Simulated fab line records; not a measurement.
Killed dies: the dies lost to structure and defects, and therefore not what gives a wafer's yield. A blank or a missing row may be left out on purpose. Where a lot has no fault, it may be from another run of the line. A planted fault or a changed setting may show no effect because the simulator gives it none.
A struck lot beside a sound one	flow sky130	16 steps out of a route of 708
Sound: the wafers L174.2, L174.4, L174.6. The struck wafers were L192.1, L192.2, L192.3. Last of all comes the cause.
Order at every step that has rows: each side's tool, ch and its chambers, its first start. Under that, the readings that differ: sound wafers	struck wafers	difference of the means	sigmas: that difference in standard deviations of wafers without a fault.
alike: same words and numbers on both sides, and readings whose means sit less than 2 such deviations apart. not compared: any withheld reading, any reading some wafer has no value for, any bound like >300 that may hide the same value, and any number with overlapping values for which the record gives no deviation.
The two part at a step that has a row with sigmas, a row that says differs or no value, or rows on one side only. Numbers that don't overlap but have no deviation are shown without sigmas and don't part them. A reading that every wafer of one side lacks parts them only if that side has two wafers or more.

SKY_NWELL_RS_MEAS_29: a four-point-probe measurement.
  sound: film metro-01 at day 6 23:37; struck: film metro-03 at day 11 04:19
  alike: NWELL_RS
SKY_NWELL_RS_MEAS_31: a four-point-probe measurement.
  sound: film metro-01 at day 6 23:52; struck: film metro-03 at day 11 04:33
  alike: PWDE_RS
then, 7 steps without rows for these wafers: SKY_VT_ADJUST_HVTP_DEHYDRATE_00 (time 60 s); SKY_VT_ADJUST_HVTP_HMDS_01 (prime time 60 s); SKY_VT_ADJUST_HVTP_COAT_02 (resist thk 1140 nm); SKY_VT_ADJUST_HVTP_SOFTBAKE_03 (time 60 s); SKY_VT_ADJUST_HVTP_EXPOSE_04 (exposes mask HVTPM, target cd 380 nm); SKY_VT_ADJUST_HVTP_PEB_05; SKY_VT_ADJUST_HVTP_DEVELOP_06 (develop time 60 s).
SKY_VT_ADJUST_HVTP_CD_MEAS_07: target cd 380 nm.
  sound: cd sem-01 at day 7 19:56; struck: cd sem-01 at day 12 04:47
  alike: cd nm
SKY_VT_ADJUST_HVTP_OVL_MEAS_08:
  sound: overlay-01 at day 7 20:03; struck: overlay-02 at day 12 04:55
  alike: VT_ADJUST_HVTP_OVL
SKY_VT_ADJUST_HVTP_IMPLANT_09:
  sound on implanter-03 ch 0, day 7 20:06; struck on implanter-04 ch 0, day 12 04:56
reading	sound	struck	difference	sigmas
beam energy keV	149.96 149.94 149.94	134.92 134.86 134.99	-15.02	-99 or more
model.implant.rp nm (nm)	83.2 83.2 83.2	73.29 73.29 73.29	-9.91	
model.implant.drp nm (nm)	33.4 33.4 33.4	30.68 30.68 30.68	-2.72	
  alike: dose ions cm2, faraday current uA
SKY_VT_ADJUST_HVTP_STRIP_10: strips in O2/N2.
  sound on plasma asher-01 ch 0, day 7 20:14; struck on plasma asher-03 ch 0,1, day 12 05:05
  alike: drypump motor current A, oes product au, strip time to endpoint s
  not compared: rf hours counter h
SKY_VT_ADJUST_HVTP_TW_MEAS_11:
  sound: film metro-01 at day 7 20:20; struck: film metro-02 at day 12 05:11
reading	sound	struck	difference	sigmas
VT_ADJUST_HVTP_TW	1359 1360 1363	1336 1331 1338	-26	-3
then, 1 step without rows for these wafers: SKY_VT_ADJUST_LVTN_DEHYDRATE_00 (time 60 s).
-- here the record skips 39 days between the struck wafers' starts before and after, leaving off in module VT_ADJUST_LVTN and picking up in module PAD_OPEN (first step shown: number 708 of the route) --
SKY_PAD_OPEN_PROBE_99:
  sound: prober-02 at day 47 14:50; struck: prober-02 at day 51 02:41
reading	sound	struck	difference	sigmas
model.etest.tip p.rs ohm sq	6833 6825 6832	7297 7253 7273	+444	
model.etest.pfet_01v8.r on ohm um	2907 2947 2882	3042 3124 3100	+177	
model.etest.pfet_01v8.drive ua um	191.9 188.1 194.2	180.8 173.4 175	-15.0	
model.etest.pfet_01v8_mvt.drive ua um	151 149.9 152.2	139.1 137 137.6	-13.1	
model.etest.pfet_01v8_hvt.drive ua um	143.7 140.4 145.6	133 128 128.8	-13	
model.etest.sram pfet latch.drive ua um	142.8 140.7 144.3	137.8 129.4 129.7	-10.3	
model.etest.pfet_01v8_mvt.off log10 a um	-10.6 -10.72 -10.6	-12.45 -12.24 -12.42	-1.73	
model.etest.pfet_01v8.off log10 a um	-9.717 -9.948 -9.596	-10.71 -11.34 -11.21	-1.33	
  alike: killed_at_M0_to_M3, killed_at_M4_up, killed at contacts, killed at front end, killed at other, killed dies, killed open, killed short

## WHERE THEY PART
Last at SKY_VT_ADJUST_HVTP_TW_MEAS_11 as far as this record goes, first at SKY_VT_ADJUST_HVTP_IMPLANT_09. Later steps at which nothing parts them and some readings are alike: SKY_PAD_OPEN_PROBE_99.

WHY: what the simulator had put in
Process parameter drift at SKY_VT_ADJUST_HVTP_IMPLANT_09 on implanter-04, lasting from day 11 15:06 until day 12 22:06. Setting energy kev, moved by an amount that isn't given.
